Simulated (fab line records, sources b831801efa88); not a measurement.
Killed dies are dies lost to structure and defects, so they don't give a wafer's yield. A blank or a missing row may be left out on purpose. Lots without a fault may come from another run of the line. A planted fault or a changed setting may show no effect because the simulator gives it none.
fab line records | flow gf180mcu | part 1 of 2: steps 1 to 22 of 23
record lots=7 wafers=21 last_day=33
route steps=602 shown V5@564 TOP_METAL@567 PASSIVATION@602
lots that met no fault: from a run of the same line without faults
start_h: hours from the record's first day to the start of the lot's first wafer shown | wait_h: hours since the lot's step before | " the same as in the row above | L1.1+2: a row that stands for several wafers | - no value, or no start given | * or withheld: withheld | < > ~ a bound
route shown NAME@n: a module of which the file shows steps, and the number in the route of the first | usual: mean/standard deviation of fault-free wafers | same: alike in all rows | chamber/n: place in a boat | sites: the reading at each site | _std_site: their standard deviation | _edge_site: outer sites' mean less inner sites' | radius_mm: how far each site lies from the wafer's centre | mask NAME#n: copy n | behind: the tool/chamber that last shaped the wafer | hold: why the lot was held/for how many hours/how that ended | device: the transistor (n, p or np) that didn't switch | end of line: the same wafers' tests at the end of the route | a step without rows: its recipe alone | killed: dies lost to structure and defects at the first sort, not the wafer's yield | map: a wafer's dies, x killed, . not, _ none there
set.NAME: the setting as run; set.NAME@STEP: as run at that earlier step | model.NAME: the simulator's own value behind a step, which no gauge read
lots at some steps of the route; a table a step, a row a wafer
services: from which hour (start_h, from the record's first day; less than 0 if before it) a tool's chamber was out of use, for how many hours, and why
## steps
# step GF_V5_RS_MEAS_24
# recipe thk_meas_gauge=four-point-probe reads=W_of_V5_CVD_23+TiN_of_V5_SPUTTER_22+Ti_of_V5_SPUTTER_21
# usual V5_W_RS=0.326/0.0036
# columns lot.wafer tool chamber start_h wait_h V5_W_RS[ohm/sq]
L510.1 film_metro-02 - 662.75 0.1 0.329
L510.3 " - " " 0.333
L510.6 " - " " 0.332
L513.2 film_metro-02 - 677.40 0.1 0.326
L513.5 " - " " 0.327
L513.6 " - " " 0.327
L514.2 film_metro-02 - 681.58 0.1 0.325
L514.3 " - " " 0.326
L514.5 " - " " 0.325
L521.2 film_metro-04 - 732.71 0.1 0.328
L521.4 " - " " 0.330
L521.5 " - " " 0.331
L522.2 film_metro-04 - 742.66 0.1 0.324
L522.4 " - " " 0.323
L522.5 " - " " 0.321
L525.1 film_metro-01 - 757.59 0.1 0.328
L525.3 " - " " 0.327
L525.4 " - " " 0.322
L526.1 film_metro-01 - 759.92 0.1 0.328
L526.4 " - " " 0.323
L526.5 " - " " 0.324
# step GF_V5_THK_MEAS_25
# recipe thk_meas_gauge=xrf reads=W_of_V5_CVD_23
# usual V5_W_THK=349/4.6
# columns lot.wafer tool chamber start_h wait_h V5_W_THK[nm]
L510.1 film_metro-02 - 662.87 0.1 345
L510.3 " - " " 341
L510.6 " - " " 343
L513.2 film_metro-02 - 677.51 0.1 351
L513.5 " - " " 349
L513.6 " - " " 351
L514.2 film_metro-02 - 681.69 0.1 352
L514.3 " - " " 351
L514.5 " - " " 352
L521.2 film_metro-04 - 732.82 0.1 344
L521.4 " - " " 344
L521.5 " - " " 340
L522.2 film_metro-04 - 742.77 0.1 351
L522.4 " - " " 351
L522.5 " - " " 353
L525.1 film_metro-01 - 757.71 0.1 347
L525.3 " - " " 348
L525.4 " - " " 353
L526.1 film_metro-01 - 760.04 0.1 349
L526.4 " - " " 351
L526.5 " - " " 349
# step GF_V5_CMP_26
# recipe stop_on=SiO2 down_force_psi=3.5 platen_rpm=60 t_overpolish_s=15 target_thk_nm=0 pad_velocity_m_s=0.94248
# usual motor_current_A=11.2/1 overpolish_run_s=15.000/0.01 time_to_endpoint_s=86.1/2.9
# columns lot.wafer tool chamber start_h wait_h motor_current_A overpolish_run_s time_to_endpoint_s
L510.3 cmp-02 1 662.93 0.0 11.4 14.984 81.7
L510.1 " 0 " " 9.9 15.000 85.5
L510.6 " 1 " " 12.1 15.007 87.4
L513.2 cmp-02 0 677.61 0.1 10.1 15.001 85.2
L513.5 " 3 " " 11.4 14.998 88.8
L513.6 " 0 " " 10.0 15.004 88.7
L514.3 cmp-01 1 681.74 0.0 10.5 15.021 86.7
L514.2 " 2 " " 13.2 15.023 88.3
L514.5 " 1 " " 10.4 14.994 85.9
L521.2 cmp-01 2 732.87 0.0 12.6 14.990 82.4
L521.4 " 0 " " 11.0 15.002 83.7
L521.5 " 2 " " 12.4 15.004 81.9
L522.4 cmp-02 2 742.82 0.0 12.1 15.004 85.5
L522.2 " 3 " " 11.6 15.006 89.6
L522.5 " 3 " " 11.2 15.008 84.1
L525.4 cmp-01 1 757.77 0.0 10.8 15.009 88.6
L525.1 " 3 " " 9.5 15.009 85.3
L525.3 " 0 " " 10.8 15.011 86.7
L526.1 cmp-01 2 760.15 0.1 11.5 14.995 83.1
L526.4 " 0 " " 11.5 14.989 88.0
L526.5 " 2 " " 12.4 15.007 85.7
# step GF_TOP_METAL_SPUTTER_00
# recipe material=Ti target_thk_nm=37.5 arriving_ion_energy_ev=80 substrate_temp_c=200 chamber_pressure_pa=2 power_w=4000 time_s=150
# usual throttle_valve_pct=29.7/0.96
# columns lot.wafer tool chamber start_h wait_h throttle_valve_pct
L510.1 pvd_sputter-04 - 663.23 0.1 30.0
L510.3 " - " " 31.6
L510.6 " - " " 29.7
L513.2 pvd_sputter-04 - 677.86 0.2 30.1
L513.5 " - " " 29.6
L513.6 " - " " 29.8
L514.2 pvd_sputter-02 - 682.04 0.2 30.4
L514.3 " - " " 30.1
L514.5 " - " " 30.4
L521.2 pvd_sputter-01 - 733.17 0.2 28.4
L521.4 " - " " 31.2
L521.5 " - " " 31.1
L522.2 pvd_sputter-02 - 743.12 0.2 30.2
L522.4 " - " " 30.2
L522.5 " - " " 30.1
L525.1 pvd_sputter-02 - 758.07 0.1 30.4
L525.3 " - " " 30.4
L525.4 " - " " 30.2
L526.1 pvd_sputter-04 - 760.40 0.2 29.9
L526.4 " - " " 31.6
L526.5 " - " " 29.6
# step GF_TOP_METAL_SPUTTER_01
# recipe material=TiN target_thk_nm=30 power_w=6500 time_s=25 chamber_pressure_pa=0.4
# usual throttle_valve_pct=29.8/0.97
# columns lot.wafer tool chamber start_h wait_h throttle_valve_pct
L510.1 pvd_sputter-04 - 663.33 0.1 29.8
L510.3 " - " " 31.2
L510.6 " - " " 29.7
L513.2 pvd_sputter-04 - 677.96 0.1 29.9
L513.5 " - " " 29.6
L513.6 " - " " 29.9
L514.2 pvd_sputter-02 - 682.14 0.1 30.4
L514.3 " - " " 30.0
L514.5 " - " " 30.1
L521.2 pvd_sputter-01 - 733.28 0.1 28.8
L521.4 " - " " 30.7
L521.5 " - " " 31.4
L522.2 pvd_sputter-02 - 743.22 0.1 29.9
L522.4 " - " " 30.2
L522.5 " - " " 30.3
L525.1 pvd_sputter-02 - 758.17 0.1 30.2
L525.3 " - " " 30.6
L525.4 " - " " 30.2
L526.1 pvd_sputter-04 - 760.50 0.1 29.7
L526.4 " - " " 31.6
L526.5 " - " " 29.9
# step GF_TOP_METAL_SPUTTER_02
# recipe material=AlCu target_thk_nm=900 power_w=10600 chamber_pressure_pa=0.3 substrate_temp_c=250 gas=Ar time_s=47.82
# usual throttle_valve_pct=29.8/0.95
# columns lot.wafer tool chamber start_h wait_h throttle_valve_pct
L510.1 pvd_sputter-04 - 663.36 0.0 30.0
L510.3 " - " " 31.5
L510.6 " - " " 29.5
L513.2 pvd_sputter-04 - 677.99 0.0 30.2
L513.5 " - " " 29.2
L513.6 " - " " 29.8
L514.2 pvd_sputter-02 - 682.17 0.0 30.5
L514.3 " - " " 30.1
L514.5 " - " " 30.1
L521.2 pvd_sputter-01 - 733.32 0.0 28.8
L521.4 " - " " 31.1
L521.5 " - " " 31.4
L522.2 pvd_sputter-02 - 743.25 0.0 30.0
L522.4 " - " " 30.0
L522.5 " - " " 30.1
L525.1 pvd_sputter-02 - 758.20 0.0 30.0
L525.3 " - " " 30.6
L525.4 " - " " 30.1
L526.1 pvd_sputter-04 - 760.53 0.0 29.4
L526.4 " - " " 31.5
L526.5 " - " " 29.9
# step GF_TOP_METAL_SPUTTER_03
# recipe material=Ti target_thk_nm=5 substrate_temp_c=300 chamber_pressure_pa=0.3 power_w=3000 time_s=3.3
# step GF_TOP_METAL_SPUTTER_04
# recipe material=TiN target_thk_nm=25 power_w=6500 time_s=20.8 chamber_pressure_pa=0.4
# usual throttle_valve_pct=29.8/0.95
# columns lot.wafer tool chamber start_h wait_h throttle_valve_pct
L510.1 pvd_sputter-04 - 663.42 0.0 30.1
L510.3 " - " " 31.4
L510.6 " - " " 29.9
L513.2 pvd_sputter-04 - 678.05 0.0 30.1
L513.5 " - " " 29.5
L513.6 " - " " 30.0
L514.2 pvd_sputter-02 - 682.23 0.0 30.5
L514.3 " - " " 30.1
L514.5 " - " " 30.0
L521.2 pvd_sputter-01 - 733.38 0.0 29.2
L521.4 " - " " 31.1
L521.5 " - " " 31.0
L522.2 pvd_sputter-02 - 743.31 0.0 30.3
L522.4 " - " " 30.2
L522.5 " - " " 30.3
L525.1 pvd_sputter-02 - 758.27 0.0 30.3
L525.3 " - " " 30.5
L525.4 " - " " 30.2
L526.1 pvd_sputter-04 - 760.59 0.0 29.4
L526.4 " - " " 31.4
L526.5 " - " " 30.0
# step GF_TOP_METAL_RS_MEAS_05
# recipe thk_meas_gauge=four-point-probe reads=TiN_of_TOP_METAL_SPUTTER_04+Ti_of_TOP_METAL_SPUTTER_03+AlCu_of_TOP_METAL_SPUTTER_02+TiN_of_TOP_METAL_SPUTTER_01+Ti_of_TOP_METAL_SPUTTER_00
# usual TOP_METAL_ALCU_RS=0.03286/0.00025
# columns lot.wafer tool chamber start_h wait_h TOP_METAL_ALCU_RS[ohm/sq]
L510.1 film_metro-01 - 663.45 0.0 0.03292
L510.3 " - " " 0.03285
L510.6 " - " " 0.03279
L513.2 film_metro-04 - 678.10 0.0 0.03293
L513.5 " - " " 0.03287
L513.6 " - " " 0.03291
L514.2 film_metro-03 - 682.28 0.0 0.03251
L514.3 " - " " 0.03259
L514.5 " - " " 0.03254
L521.2 film_metro-01 - 733.43 0.0 0.03315
L521.4 " - " " 0.03353
L521.5 " - " " 0.03328
L522.2 film_metro-04 - 743.36 0.0 0.03284
L522.4 " - " " 0.03269
L522.5 " - " " 0.03269
L525.1 film_metro-01 - 758.29 0.0 0.03279
L525.3 " - " " 0.0328
L525.4 " - " " 0.03294
L526.1 film_metro-01 - 760.62 0.0 0.03328
L526.4 " - " " 0.03335
L526.5 " - " " 0.03322
# step GF_TOP_METAL_THK_MEAS_06
# recipe thk_meas_gauge=xrf reads=AlCu_of_TOP_METAL_SPUTTER_02
# usual TOP_METAL_ALCU_THK=909/8.4
# columns lot.wafer tool chamber start_h wait_h TOP_METAL_ALCU_THK[nm]
L510.1 film_metro-01 - 663.57 0.1 912
L510.3 " - " " 911
L510.6 " - " " 913
L513.2 film_metro-04 - 678.21 0.1 917
L513.5 " - " " 923
L513.6 " - " " 919
L514.2 film_metro-03 - 682.39 0.1 909
L514.3 " - " " 911
L514.5 " - " " 912
L521.2 film_metro-01 - 733.54 0.1 896
L521.4 " - " " 890
L521.5 " - " " 890
L522.2 film_metro-04 - 743.47 0.1 913
L522.4 " - " " 923
L522.5 " - " " 921
L525.1 film_metro-01 - 758.41 0.1 909
L525.3 " - " " 912
L525.4 " - " " 908
L526.1 film_metro-01 - 760.74 0.1 899
L526.4 " - " " 901
L526.5 " - " " 901
# step GF_TOP_METAL_DEHYDRATE_07
# recipe temp_c=200 time_s=60
# step GF_TOP_METAL_HMDS_08
# recipe prime_time_s=60 prime_temp_c=120
# step GF_TOP_METAL_COAT_09
# recipe resist=NOVOLAK spin_rpm=3000 resist_thk_nm=1500
# usual chill_plate_temp_C=23.00/0.1
# columns lot.wafer tool chamber start_h wait_h chill_plate_temp_C model.NOVOLAK_of_TOP_METAL_COAT_09.thk_nm
L510.1 litho_track-04 0 672.55 0.1 23.05 1742
L510.3 " 0 " " 22.94 1743
L510.6 " 0 " " 22.95 1741
L513.2 litho_track-04 0 687.23 0.1 23.13 1732
L513.5 " 0 " " 22.83 1731
L513.6 " 0 " " 22.81 1728
L514.2 litho_track-04 0 691.28 0.1 23.00 1740
L514.3 " 0 " " 23.01 1745
L514.5 " 0 " " 22.96 1744
L521.2 litho_track-01 0 741.94 0.1 23.00 1507
L521.4 " 0 " " 23.17 1506
L521.5 " 0 " " 23.06 1504
L522.2 litho_track-01 0 751.39 0.1 22.96 1500
L522.4 " 0 " " 22.99 1493
L522.5 " 0 " " 22.91 1494
L525.1 litho_track-04 0 766.00 0.1 22.87 1498
L525.3 " 0 " " 23.07 1498
L525.4 " 0 " " 23.08 1500
L526.1 litho_track-03 0 768.17 0.1 23.14 1501
L526.4 " 0 " " 23.08 1500
L526.5 " 0 " " 23.00 1495
# step GF_TOP_METAL_SOFTBAKE_10
# recipe temp_c=90 time_s=60 resist=NOVOLAK
# step GF_TOP_METAL_EXPOSE_11
# recipe mask_id=MetalTop target_cd_nm=440 na=0.6 source_shape=conventional sigma_outer=0.6 dose_mj=170
# step GF_TOP_METAL_PEB_12
# recipe temp_c=withheld time_s=* resist=NOVOLAK
# step GF_TOP_METAL_DEVELOP_13
# recipe develop_time_s=60 dev_temp_c=23
# step GF_TOP_METAL_CD_MEAS_14
# recipe target_cd_nm=440
# usual cd_nm=440.4/2.5
# columns lot.wafer tool chamber start_h wait_h cd_nm
L510.1 cd_sem-02 - 682.40 0.1 461.8
L510.3 " - " " 464.1
L510.6 " - " " 463.0
L513.2 cd_sem-01 - 696.77 0.1 459.5
L513.5 " - " " 462.2
L513.6 " - " " 461.1
L514.2 cd_sem-02 - 701.24 0.1 457.9
L514.3 " - " " 459.2
L514.5 " - " " 457.8
L521.2 cd_sem-01 - 750.09 0.1 441.2
L521.4 " - " " 440.7
L521.5 " - " " 442.9
L522.2 cd_sem-02 - 759.49 0.1 439.5
L522.4 " - " " 438.2
L522.5 " - " " 437.8
L525.1 cd_sem-01 - 774.15 0.1 435.2
L525.3 " - " " 437.8
L525.4 " - " " 435.4
L526.1 cd_sem-02 - 776.15 0.1 443.9
L526.4 " - " " 441.4
L526.5 " - " " 443.2
# step GF_TOP_METAL_OVL_MEAS_15
# usual TOP_METAL_OVL=0.1/1.4
# columns lot.wafer tool chamber start_h wait_h TOP_METAL_OVL[nm]
L510.1 overlay-01 - 682.52 0.1 0.7
L510.3 " - " " 0.1
L510.6 " - " " 0.5
L513.2 overlay-02 - 696.88 0.1 1.1
L513.5 " - " " 0.9
L513.6 " - " " 1.3
L514.2 overlay-01 - 701.34 0.1 0.0
L514.3 " - " " -3.1
L514.5 " - " " -0.1
L521.2 overlay-01 - 750.20 0.1 -1.6
L521.4 " - " " -2.0
L521.5 " - " " -3.9
L522.2 overlay-01 - 759.59 0.1 1.6
L522.4 " - " " 0.6
L522.5 " - " " -0.1
L525.1 overlay-02 - 774.27 0.1 1.7
L525.3 " - " " 1.6
L525.4 " - " " -0.5
L526.1 overlay-02 - 776.27 0.1 0.8
L526.4 " - " " 0.2
L526.5 " - " " -0.8
# step GF_TOP_METAL_METAL_ETCH_16
# recipe chemistry=Cl2/BCl3 mask_material=NOVOLAK target_depth_nm=1197 stop_on=SiO2 pressure_mtorr=8 icp_w=800 bias_w=140 Cl2_flow_sccm=80 bcl3_flow_sccm=40 time_s=199.5
# usual bcl3_flow_sccm=39.99/0.11 bias_w=139.9/0.44 drypump_motor_current_A=5.4/0.38 oes_product_au=0.992/0.0048 throttle_valve_pct=28.228/0.0085
# columns lot.wafer tool chamber start_h wait_h bcl3_flow_sccm bias_w drypump_motor_current_A oes_product_au rf_hours_counter_h throttle_valve_pct model.NOVOLAK_of_TOP_METAL_COAT_09.thk_nm model.TOP_METAL.cd_nm
L510.1 rie_metal-02 0 682.56 0.0 40.06 140.3 4.9 0.997 1 28.231 1262 463.2
L510.3 " 1 " " 39.85 140.0 5.7 0.997 - 28.221 1261 465.3
L510.6 " 1 " " 39.79 139.5 5.7 0.993 - 28.224 1264 471
L513.2 rie_metal-02 1 696.91 0.0 40.03 139.8 5.7 0.989 15 28.231 1254 462
L513.5 " 0 " " 39.97 140.7 5.0 0.991 - 28.233 1250 463.5
L513.6 " 1 " " 39.96 139.8 5.7 0.984 - 28.238 1251 463.8
L514.2 rie_metal-04 1 701.44 0.1 40.07 139.6 5.4 0.992 - 28.242 1266 452.9
L514.3 " 1 " " 39.99 139.9 5.5 0.988 - 28.247 1273 457
L514.5 " 1 " " 40.06 139.5 5.4 0.987 - 28.230 1267 456
L521.2 rie_metal-02 0 750.23 0.0 40.01 139.6 5.0 0.985 5 28.242 1022 433.9
L521.4 " 1 " " 40.12 140.0 5.7 0.993 - 28.221 1030 440
L521.5 " 0 " " 40.06 140.0 5.0 0.993 - 28.218 1022 435.7
L522.2 rie_metal-02 0 759.62 0.0 39.99 139.4 5.0 1.000 6 28.235 1016 436.7
L522.4 " 0 " " 39.94 139.6 5.0 0.983 - 28.213 1008 432.2
L522.5 " 1 " " 40.04 139.9 5.7 0.989 - 28.227 1010 435.4
L525.1 rie_metal-04 0 774.31 0.0 40.09 139.5 5.1 0.990 5 28.224 1015 433.3
L525.3 " 0 " " 40.15 139.9 5.1 0.992 - 28.251 1014 433.1
L525.4 " 0 " " 40.21 139.9 5.1 0.984 - 28.238 1021 432.8
L526.1 rie_metal-03 1 776.31 0.0 40.00 139.8 6.3 1.000 14 28.243 1020 444.4
L526.4 " 1 " " 40.01 140.3 6.3 0.996 - 28.243 1021 444.4
L526.5 " 1 " " 39.98 139.6 6.3 0.990 - 28.232 1013 442.4
# step GF_TOP_METAL_STRIP_17
# recipe chemistry=O2/N2 power_w=1400 pressure_mtorr=1500 platen_temp_c=250 o2_flow_sccm=3000 n2_flow_sccm=300 overash_fraction=0.5
# usual drypump_motor_current_A=5.7/0.5 heater_power_w=320/29 oes_product_au=0.711/0.0044 strip_time_to_endpoint_s=12.88/0.073
# columns lot.wafer tool chamber start_h wait_h drypump_motor_current_A heater_power_w oes_product_au rf_hours_counter_h strip_time_to_endpoint_s
L510.1 plasma_asher-03 0 682.75 0.1 6.6 320 0.705 62 15.64
L510.3 " 0 " " 6.6 319 0.713 - 15.61
L510.6 " 0 " " 6.6 315 0.707 - 15.66
L513.2 plasma_asher-04 1 697.10 0.1 5.3 292 0.709 100 15.53
L513.5 " 1 " " 5.2 289 0.700 - 15.53
L513.6 " 0 " " 5.6 315 0.710 - 15.51
L514.2 plasma_asher-04 0 701.76 0.3 5.7 319 0.703 101 15.69
L514.3 " 1 " " 5.2 285 0.716 - 15.76
L514.5 " 1 " " 5.2 285 0.708 - 15.70
L521.2 plasma_asher-04 1 750.42 0.1 5.2 291 0.713 107 12.91
L521.4 " 0 " " 5.6 318 0.717 - 13.01
L521.5 " 1 " " 5.2 287 0.716 - 12.92
L522.2 plasma_asher-02 1 759.82 0.1 5.9 331 0.717 32 12.86
L522.4 " 0 " " 5.7 392 0.709 - 12.82
L522.5 " 1 " " 5.9 323 0.709 - 12.77
L525.1 plasma_asher-04 1 774.69 0.3 5.2 283 0.704 110 12.84
L525.3 " 0 " " 5.6 323 0.705 - 12.83
L525.4 " 1 " " 5.2 296 0.704 - 12.90
L526.1 plasma_asher-03 1 776.50 0.1 6.6 373 0.716 74 12.88
L526.4 " 0 " " 6.6 309 0.712 - 12.91
L526.5 " 1 " " 6.6 358 0.710 - 12.80
# step GF_TOP_METAL_STRIP_18
# recipe chemistry=post_etch_residue_remover time_s=1200 temp_c=72.5
## key
first_sign step=GF_TOP_METAL_CD_MEAS_14 reading=cd_nm direction=up sigmas=8.3 usual=440.4 struck=460.8 through=control_loop
effect step=GF_TOP_METAL_STRIP_17 reading=strip_time_to_endpoint_s direction=up sigmas=38 usual=* struck=* through=*
model_effect step=GF_TOP_METAL_COAT_09 value=NOVOLAK_of_TOP_METAL_COAT_09.thk_nm without=1502 struck=1739
model_effect step=GF_TOP_METAL_METAL_ETCH_16 value=NOVOLAK_of_TOP_METAL_COAT_09.thk_nm without=1024 struck=1261
model_effect step=GF_PASSIVATION_PROBE_99 value=etest.met_top.width_nm without=444.2 struck=462
met_at GF_TOP_METAL_COAT_09
struck_wafers L510.1,L510.3,L510.6,L513.2,L513.5,L513.6,L514.2,L514.3,L514.5
loop_trim step=GF_TOP_METAL_EXPOSE_11 setting=dose lots=L514
fault kind=process_parameter_drift tool=litho_track-04 chamber=- onset_h=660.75 steps=GF_TOP_METAL_COAT_09 channel=resist_thk_nm offset=* shape=step end_h=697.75 acts_in=* stated=*
# loop_trim: a control loop set the setting to another value than it would have without faults
